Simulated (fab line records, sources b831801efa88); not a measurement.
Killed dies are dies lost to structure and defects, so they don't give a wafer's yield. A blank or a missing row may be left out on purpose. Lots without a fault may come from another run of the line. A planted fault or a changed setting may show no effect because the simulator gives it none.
A sampling plan put to the test | flow sky130 | one fab line, 48 faults that these records tell of, each judged on the records of the lots that it struck; 1 more is left out, because the records don't allow judging it
The plan is the line's own looks: the steps of the route at which a gauge or an inspection reads the wafer and doesn't change it. A look can be judged if struck wafers have a number there and the file gives its usual mean and standard deviation on fault-free wafers. Caught: at a look after the fault's first step, the mean of the struck wafers lies 4 or more of those standard deviations (sigma) from the usual mean. On the tool: the same test on the tool's own readings at the fault's steps. Another recipe on the struck wafers, or a record that is blank for them alone, also counts as caught.

THE FAULTS, as the simulator had put them in
1. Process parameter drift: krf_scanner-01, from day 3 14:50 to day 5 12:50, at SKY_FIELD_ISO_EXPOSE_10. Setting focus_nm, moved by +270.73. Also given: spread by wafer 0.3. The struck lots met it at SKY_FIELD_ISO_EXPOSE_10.
2. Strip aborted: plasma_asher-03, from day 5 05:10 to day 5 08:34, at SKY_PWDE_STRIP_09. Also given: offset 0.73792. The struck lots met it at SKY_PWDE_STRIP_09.
3. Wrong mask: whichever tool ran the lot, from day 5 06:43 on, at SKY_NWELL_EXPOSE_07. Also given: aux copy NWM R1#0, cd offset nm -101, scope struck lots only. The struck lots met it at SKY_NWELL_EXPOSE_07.
4. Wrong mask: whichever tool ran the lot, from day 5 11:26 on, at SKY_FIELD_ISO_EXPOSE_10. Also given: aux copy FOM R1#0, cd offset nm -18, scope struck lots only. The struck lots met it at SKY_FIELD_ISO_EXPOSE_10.
5. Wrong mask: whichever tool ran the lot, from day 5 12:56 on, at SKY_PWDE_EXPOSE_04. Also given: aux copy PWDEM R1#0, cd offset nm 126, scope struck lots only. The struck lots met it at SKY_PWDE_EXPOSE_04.
6. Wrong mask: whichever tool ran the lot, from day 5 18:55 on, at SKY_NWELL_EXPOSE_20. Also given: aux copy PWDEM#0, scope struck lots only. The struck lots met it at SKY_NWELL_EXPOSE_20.
7. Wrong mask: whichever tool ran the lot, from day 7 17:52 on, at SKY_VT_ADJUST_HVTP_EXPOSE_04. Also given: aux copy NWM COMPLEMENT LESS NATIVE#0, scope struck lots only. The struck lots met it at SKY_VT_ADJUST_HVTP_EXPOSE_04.
8. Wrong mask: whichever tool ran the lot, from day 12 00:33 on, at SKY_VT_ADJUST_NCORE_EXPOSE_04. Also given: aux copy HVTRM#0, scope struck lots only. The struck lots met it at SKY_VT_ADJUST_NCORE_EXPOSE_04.
9. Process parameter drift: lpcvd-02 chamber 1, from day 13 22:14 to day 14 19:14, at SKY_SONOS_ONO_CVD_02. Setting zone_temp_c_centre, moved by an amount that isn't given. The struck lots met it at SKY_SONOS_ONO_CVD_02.
10. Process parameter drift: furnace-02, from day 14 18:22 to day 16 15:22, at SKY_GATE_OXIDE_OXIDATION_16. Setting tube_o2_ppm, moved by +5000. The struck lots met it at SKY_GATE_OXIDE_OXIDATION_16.
11. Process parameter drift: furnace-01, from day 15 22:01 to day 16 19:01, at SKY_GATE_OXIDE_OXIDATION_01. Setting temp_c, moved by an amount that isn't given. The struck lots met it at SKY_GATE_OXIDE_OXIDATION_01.
12. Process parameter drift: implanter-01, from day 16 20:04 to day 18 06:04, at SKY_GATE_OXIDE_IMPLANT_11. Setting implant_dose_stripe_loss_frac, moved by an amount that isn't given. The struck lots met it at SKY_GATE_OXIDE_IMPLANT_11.
13. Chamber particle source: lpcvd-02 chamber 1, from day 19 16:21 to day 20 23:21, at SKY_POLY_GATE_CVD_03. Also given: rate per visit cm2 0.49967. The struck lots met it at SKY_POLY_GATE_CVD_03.
14. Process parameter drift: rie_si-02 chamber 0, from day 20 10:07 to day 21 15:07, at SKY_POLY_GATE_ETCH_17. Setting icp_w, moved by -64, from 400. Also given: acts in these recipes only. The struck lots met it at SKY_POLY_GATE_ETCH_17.
15. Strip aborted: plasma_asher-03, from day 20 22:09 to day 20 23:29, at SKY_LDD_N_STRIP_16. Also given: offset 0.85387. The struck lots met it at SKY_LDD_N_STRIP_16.
16. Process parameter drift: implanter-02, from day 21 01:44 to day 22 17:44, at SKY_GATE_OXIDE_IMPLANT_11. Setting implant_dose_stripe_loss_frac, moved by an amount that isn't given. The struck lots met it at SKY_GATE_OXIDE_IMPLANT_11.
17. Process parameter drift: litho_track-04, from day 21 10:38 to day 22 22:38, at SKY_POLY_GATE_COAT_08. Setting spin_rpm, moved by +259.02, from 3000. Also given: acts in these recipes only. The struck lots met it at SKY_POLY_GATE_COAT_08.
18. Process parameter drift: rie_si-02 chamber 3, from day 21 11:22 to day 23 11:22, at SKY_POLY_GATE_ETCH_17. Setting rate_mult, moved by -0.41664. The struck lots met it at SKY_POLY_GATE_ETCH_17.
19. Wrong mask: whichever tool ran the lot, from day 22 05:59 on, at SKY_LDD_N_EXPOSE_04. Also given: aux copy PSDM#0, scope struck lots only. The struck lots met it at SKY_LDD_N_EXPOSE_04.
20. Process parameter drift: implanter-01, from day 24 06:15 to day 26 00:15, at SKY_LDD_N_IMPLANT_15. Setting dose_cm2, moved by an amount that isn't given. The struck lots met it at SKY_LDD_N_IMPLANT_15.
21. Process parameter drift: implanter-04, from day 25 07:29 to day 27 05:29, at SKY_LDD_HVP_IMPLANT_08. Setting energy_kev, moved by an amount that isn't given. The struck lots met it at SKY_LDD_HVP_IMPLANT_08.
22. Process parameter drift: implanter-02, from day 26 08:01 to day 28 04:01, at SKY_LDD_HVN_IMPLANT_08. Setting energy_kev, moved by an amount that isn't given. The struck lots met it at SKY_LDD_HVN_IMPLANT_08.
23. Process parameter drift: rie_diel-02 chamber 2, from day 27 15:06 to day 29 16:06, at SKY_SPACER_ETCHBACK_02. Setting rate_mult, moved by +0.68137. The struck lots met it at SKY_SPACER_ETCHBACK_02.
24. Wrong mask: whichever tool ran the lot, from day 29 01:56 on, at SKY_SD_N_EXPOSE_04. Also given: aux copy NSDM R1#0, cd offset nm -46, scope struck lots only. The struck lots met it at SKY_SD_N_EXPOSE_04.
25. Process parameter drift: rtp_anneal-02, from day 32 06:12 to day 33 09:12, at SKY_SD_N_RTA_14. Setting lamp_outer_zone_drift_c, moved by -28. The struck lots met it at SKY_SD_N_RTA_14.
26. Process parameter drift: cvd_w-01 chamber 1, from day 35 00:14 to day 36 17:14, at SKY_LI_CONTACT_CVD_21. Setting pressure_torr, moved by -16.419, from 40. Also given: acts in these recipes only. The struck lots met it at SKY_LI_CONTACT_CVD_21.
27. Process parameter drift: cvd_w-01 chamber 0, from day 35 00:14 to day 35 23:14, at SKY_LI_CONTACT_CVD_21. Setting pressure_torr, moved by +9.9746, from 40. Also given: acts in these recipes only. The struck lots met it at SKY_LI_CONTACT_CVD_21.
28. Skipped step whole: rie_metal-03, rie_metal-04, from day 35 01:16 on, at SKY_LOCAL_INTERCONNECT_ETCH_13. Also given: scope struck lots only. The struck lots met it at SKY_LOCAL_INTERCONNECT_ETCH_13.
29. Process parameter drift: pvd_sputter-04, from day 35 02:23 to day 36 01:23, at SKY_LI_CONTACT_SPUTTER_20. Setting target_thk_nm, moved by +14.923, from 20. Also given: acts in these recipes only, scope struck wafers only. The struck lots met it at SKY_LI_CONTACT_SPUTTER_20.
30. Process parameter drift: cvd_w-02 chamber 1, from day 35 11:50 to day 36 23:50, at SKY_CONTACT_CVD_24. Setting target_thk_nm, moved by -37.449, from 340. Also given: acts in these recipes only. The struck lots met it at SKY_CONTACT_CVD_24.
31. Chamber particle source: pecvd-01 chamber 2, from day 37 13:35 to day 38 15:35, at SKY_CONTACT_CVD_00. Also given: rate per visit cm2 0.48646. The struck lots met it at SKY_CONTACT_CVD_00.
32. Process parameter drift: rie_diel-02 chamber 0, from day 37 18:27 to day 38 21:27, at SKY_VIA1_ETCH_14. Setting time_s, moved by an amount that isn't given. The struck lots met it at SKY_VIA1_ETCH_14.
33. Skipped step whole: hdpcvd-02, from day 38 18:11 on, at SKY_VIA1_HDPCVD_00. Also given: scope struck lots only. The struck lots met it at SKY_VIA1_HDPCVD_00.
34. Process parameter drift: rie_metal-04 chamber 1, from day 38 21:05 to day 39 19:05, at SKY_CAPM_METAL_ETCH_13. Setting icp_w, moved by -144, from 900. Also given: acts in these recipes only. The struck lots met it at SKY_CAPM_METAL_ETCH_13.
35. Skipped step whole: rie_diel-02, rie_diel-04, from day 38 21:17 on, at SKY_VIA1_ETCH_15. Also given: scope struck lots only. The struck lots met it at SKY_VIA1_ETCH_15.
36. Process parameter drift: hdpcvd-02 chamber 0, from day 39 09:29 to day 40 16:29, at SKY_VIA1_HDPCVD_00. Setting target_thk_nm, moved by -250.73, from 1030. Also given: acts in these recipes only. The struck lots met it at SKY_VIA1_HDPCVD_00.
37. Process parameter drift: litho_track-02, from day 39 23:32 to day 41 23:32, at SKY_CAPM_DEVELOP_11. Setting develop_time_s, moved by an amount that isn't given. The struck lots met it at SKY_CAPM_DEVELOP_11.
38. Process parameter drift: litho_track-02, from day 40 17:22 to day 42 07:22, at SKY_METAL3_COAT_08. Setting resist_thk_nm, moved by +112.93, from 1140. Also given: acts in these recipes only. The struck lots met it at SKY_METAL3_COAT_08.
39. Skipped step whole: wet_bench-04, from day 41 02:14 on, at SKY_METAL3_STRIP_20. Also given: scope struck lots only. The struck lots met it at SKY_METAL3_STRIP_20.
40. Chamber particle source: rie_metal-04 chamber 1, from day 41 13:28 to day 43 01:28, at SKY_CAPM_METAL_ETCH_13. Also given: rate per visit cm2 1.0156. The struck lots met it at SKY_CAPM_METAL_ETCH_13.
41. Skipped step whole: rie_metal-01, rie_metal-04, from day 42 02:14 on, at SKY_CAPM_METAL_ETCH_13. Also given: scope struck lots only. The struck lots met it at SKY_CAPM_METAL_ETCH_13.
42. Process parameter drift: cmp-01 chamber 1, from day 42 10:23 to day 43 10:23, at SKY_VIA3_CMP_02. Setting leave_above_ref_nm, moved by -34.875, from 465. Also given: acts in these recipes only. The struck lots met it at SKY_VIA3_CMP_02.
43. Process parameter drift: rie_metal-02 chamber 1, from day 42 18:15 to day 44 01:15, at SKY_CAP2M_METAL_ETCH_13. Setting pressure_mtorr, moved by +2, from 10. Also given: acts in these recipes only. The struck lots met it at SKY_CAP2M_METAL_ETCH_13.
44. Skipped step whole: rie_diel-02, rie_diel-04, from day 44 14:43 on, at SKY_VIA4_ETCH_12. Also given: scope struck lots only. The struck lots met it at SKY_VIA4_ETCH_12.
45. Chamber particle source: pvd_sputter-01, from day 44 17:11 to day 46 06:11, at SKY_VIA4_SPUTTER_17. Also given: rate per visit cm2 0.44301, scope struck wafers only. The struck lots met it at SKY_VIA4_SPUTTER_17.
46. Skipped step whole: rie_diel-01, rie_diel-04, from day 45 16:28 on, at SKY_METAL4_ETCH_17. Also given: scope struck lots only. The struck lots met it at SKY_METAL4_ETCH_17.
47. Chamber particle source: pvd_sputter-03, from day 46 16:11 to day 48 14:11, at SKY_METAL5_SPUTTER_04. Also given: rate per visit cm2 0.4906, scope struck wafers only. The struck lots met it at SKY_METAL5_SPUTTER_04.
48. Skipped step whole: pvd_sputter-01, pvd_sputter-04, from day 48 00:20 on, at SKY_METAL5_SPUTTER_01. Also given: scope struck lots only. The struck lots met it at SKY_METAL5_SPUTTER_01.

WHAT THE PLAN SAW
fault | on the tool itself                               | first look that catches it                      | reading, sigma                  | median hours from its first step to that look | hours from the fault's start to the first struck lot there | judged looks passed uncaught
1     | exposure_dose_mJ_cm2 -36 sigma                   | SKY_FIELD_ISO_CD_MEAS_13                        | cd_nm -9.8                      | 8.2                                           | 29                                                         | 0
2     | oes_product_au +45 sigma                         | SKY_NWELL_TW_MEAS_15                            | NWELL_TW -99 or beyond          | 19.2                                          | 23                                                         | 0
3     | under 2 sigma                                    | no look after it can be judged                  | -                               | -                                             | -                                                          | 0
4     | no reading that can be judged                    | SKY_FIELD_ISO_CD_MEAS_13                        | cd_nm -9.5                      | 9.1                                           | 10                                                         | 0
5     | no reading that can be judged                    | no look after it can be judged                  | -                               | -                                             | -                                                          | 0
6     | no reading that can be judged                    | SKY_NWELL_TW_MEAS_26                            | NWELL_2_TW -99 or beyond        | 8.8                                           | 11                                                         | 0
7     | no reading that can be judged                    | SKY_VT_ADJUST_HVTP_TW_MEAS_11                   | VT_ADJUST_HVTP_TW -88           | 10.8                                          | 13                                                         | 0
8     | under 2 sigma                                    | SKY_VT_ADJUST_NCORE_TW_MEAS_11                  | VT_ADJUST_NCORE_TW -75          | 12.6                                          | 14                                                         | 0
9     | zone_power_upper_pct -17 sigma                   | SKY_SONOS_ONO_THK_MEAS_03                       | SONOS_ONO_CVD_02_THK +5.7       | 1.0                                           | 5                                                          | 0
10    | under 2 sigma                                    | no look after it can be judged                  | -                               | -                                             | -                                                          | 0
11    | tube_center_temp_C +99 or beyond sigma           | SKY_GATE_OXIDE_THK_MEAS_02                      | GATE_OXIDE_OXIDATION_00_THK +27 | 1.4                                           | 7                                                          | 0
12    | under 2 sigma                                    | none of the 5 looks that can be judged after it | -                               | -                                             | -                                                          | 5
13    | under 2 sigma                                    | no look after it can be judged                  | -                               | -                                             | -                                                          | 0
14    | rf_fwd_power_W -51 sigma                         | no look after it can be judged                  | -                               | -                                             | -                                                          | 0
15    | oes_product_au +99 or beyond sigma               | SKY_LDD_P_TW_MEAS_11                            | LDD_P_TW -99 or beyond          | 30.9                                          | 32                                                         | 0
16    | no reading that can be judged                    | none of the 5 looks that can be judged after it | -                               | -                                             | -                                                          | 5
17    | spin_speed_rpm +99 or beyond sigma               | no look after it can be judged                  | -                               | -                                             | -                                                          | 0
18    | oes_product_au -36 sigma                         | no look after it can be judged                  | -                               | -                                             | -                                                          | 0
19    | under 2 sigma                                    | SKY_LDD_N_TW_MEAS_17                            | LDD_N_TW -95                    | 16.7                                          | 19                                                         | 0
20    | dose_ions_cm2 +99 or beyond sigma                | no look after it can be judged                  | -                               | -                                             | -                                                          | 0
21    | beam_energy_keV -99 or beyond sigma              | SKY_LDD_HVP_TW_MEAS_10                          | LDD_HVP_TW -4.6                 | 0.2                                           | 12                                                         | 0
22    | beam_energy_keV +99 or beyond sigma              | SKY_LDD_HVN_TW_MEAS_10                          | LDD_HVN_TW +9.8                 | 0.2                                           | 19                                                         | 0
23    | under 2 sigma                                    | no look after it can be judged                  | -                               | -                                             | -                                                          | 0
24    | no reading that can be judged                    | SKY_SD_N_CD_MEAS_07                             | cd_nm -18                       | 14.4                                          | 20                                                         | 0
25    | under 2 sigma                                    | SKY_SD_N_RS_MEAS_16                             | SD_N_RS +19                     | 0.2                                           | 6                                                          | 0
26    | chamber_pressure_Torr -99 or beyond sigma        | SKY_LI_CONTACT_RS_MEAS_22                       | LI_CONTACT_W_RS +15             | 0.1                                           | 6                                                          | 0
27    | chamber_pressure_Torr +99 or beyond sigma        | SKY_LI_CONTACT_RS_MEAS_22                       | LI_CONTACT_W_RS -4.3            | 0.1                                           | 6                                                          | 0
28    | the tool's record is blank for the struck wafers | no look after it can be judged                  | -                               | -                                             | -                                                          | 0
29    | under 2 sigma                                    | no look after it can be judged                  | -                               | -                                             | -                                                          | 0
30    | under 2 sigma                                    | SKY_CONTACT_RS_MEAS_25                          | CONTACT_W_RS +6.2               | 0.1                                           | 6                                                          | 0
31    | under 2 sigma                                    | not the one look that can be judged after it    | -                               | -                                             | -                                                          | 1
32    | oes_product_au +35 sigma                         | no look after it can be judged                  | -                               | -                                             | -                                                          | 0
33    | the tool's record is blank for the struck wafers | no look after it can be judged                  | -                               | -                                             | -                                                          | 0
34    | rf_fwd_power_W -44 sigma                         | no look after it can be judged                  | -                               | -                                             | -                                                          | 0
35    | the tool's record is blank for the struck wafers | no look after it can be judged                  | -                               | -                                             | -                                                          | 0
36    | no reading that can be judged                    | SKY_VIA1_THK_MEAS_01                            | VIA1_HDPCVD_THK -24             | 0.1                                           | 4                                                          | 0
37    | no reading that can be judged                    | not the one look that can be judged after it    | -                               | -                                             | -                                                          | 1
38    | under 2 sigma                                    | no look after it can be judged                  | -                               | -                                             | -                                                          | 0
39    | the tool's record is blank for the struck wafers | no look after it can be judged                  | -                               | -                                             | -                                                          | 0
40    | under 2 sigma                                    | none of the 3 looks that can be judged after it | -                               | -                                             | -                                                          | 3
41    | the tool's record is blank for the struck wafers | no look after it can be judged                  | -                               | -                                             | -                                                          | 0
42    | under 2 sigma                                    | not the one look that can be judged after it    | -                               | -                                             | -                                                          | 1
43    | chamber_pressure_mTorr +99 or beyond sigma       | no look after it can be judged                  | -                               | -                                             | -                                                          | 0
44    | the tool's record is blank for the struck wafers | no look after it can be judged                  | -                               | -                                             | -                                                          | 0
45    | under 2 sigma                                    | none of the 6 looks that can be judged after it | -                               | -                                             | -                                                          | 6
46    | the tool's record is blank for the struck wafers | no look after it can be judged                  | -                               | -                                             | -                                                          | 0
47    | under 2 sigma                                    | none of the 4 looks that can be judged after it | -                               | -                                             | -                                                          | 4
48    | the tool's record is blank for the struck wafers | no look after it can be judged                  | -                               | -                                             | -                                                          | 0
A dash: the fault isn't caught, or these records don't give the number.

Caught at a look: 18 of 48. Caught on the tool: 24 of 48. By one or the other: 33 of 48.
Caught on the tool alone: faults 14, 17, 18, 20, 28, 32, 33, 34, 35, 39, 41, 43, 44, 46, 48.
Caught at a look alone: faults 4, 6, 7, 8, 19, 24, 25, 30, 36.
Caught by neither: faults 3, 5, 10, 12, 13, 16, 23, 29, 31, 37, 38, 40, 42, 45, 47.

THINNER SAMPLING
If the look that catches a fault measured only every second or every third lot, by lot number, the first struck lot would be measured this late in the worst case:
fault | struck lots at that look, in order of time | every lot | every second lot | every third lot
1     | L443, L445                                 | 29 h      | may miss all 2   | may miss all 2
2     | L808                                       | 23 h      | may miss it      | may miss it
4     | L129                                       | 10 h      | may miss it      | may miss it
6     | L580                                       | 11 h      | may miss it      | may miss it
7     | L973                                       | 13 h      | may miss it      | may miss it
8     | L100                                       | 14 h      | may miss it      | may miss it
9     | L460, L461, L462                           | 5 h       | 10 h             | 13 h
11    | L426, L427                                 | 7 h       | 16 h             | may miss all 2
15    | L634                                       | 32 h      | may miss it      | may miss it
19    | L671                                       | 19 h      | may miss it      | may miss it
21    | L112, L116                                 | 12 h      | may miss all 2   | may miss all 2
22    | L829, L831                                 | 19 h      | may miss all 2   | may miss all 2
24    | L821                                       | 20 h      | may miss it      | may miss it
25    | L267, L269                                 | 6 h       | may miss all 2   | may miss all 2
26    | L562, L564                                 | 6 h       | may miss all 2   | may miss all 2
27    | L175, L177                                 | 6 h       | may miss all 2   | may miss all 2
30    | L136, L138                                 | 6 h       | may miss all 2   | may miss all 2
36    | L961, L962                                 | 4 h       | 17 h             | may miss all 2
Hours are from the fault's start to the first struck lot that is measured. The limit of 4 sigma was tested on all struck wafers together, so one lot alone may lie under it. Other struck lots may not be in these records.

THE LONGEST TIMED WAY FROM STEP TO LOOK
Fault 15: a median of 30.9 hours passes between SKY_LDD_N_STRIP_16 and SKY_LDD_P_TW_MEAS_11. No look between them can be judged.
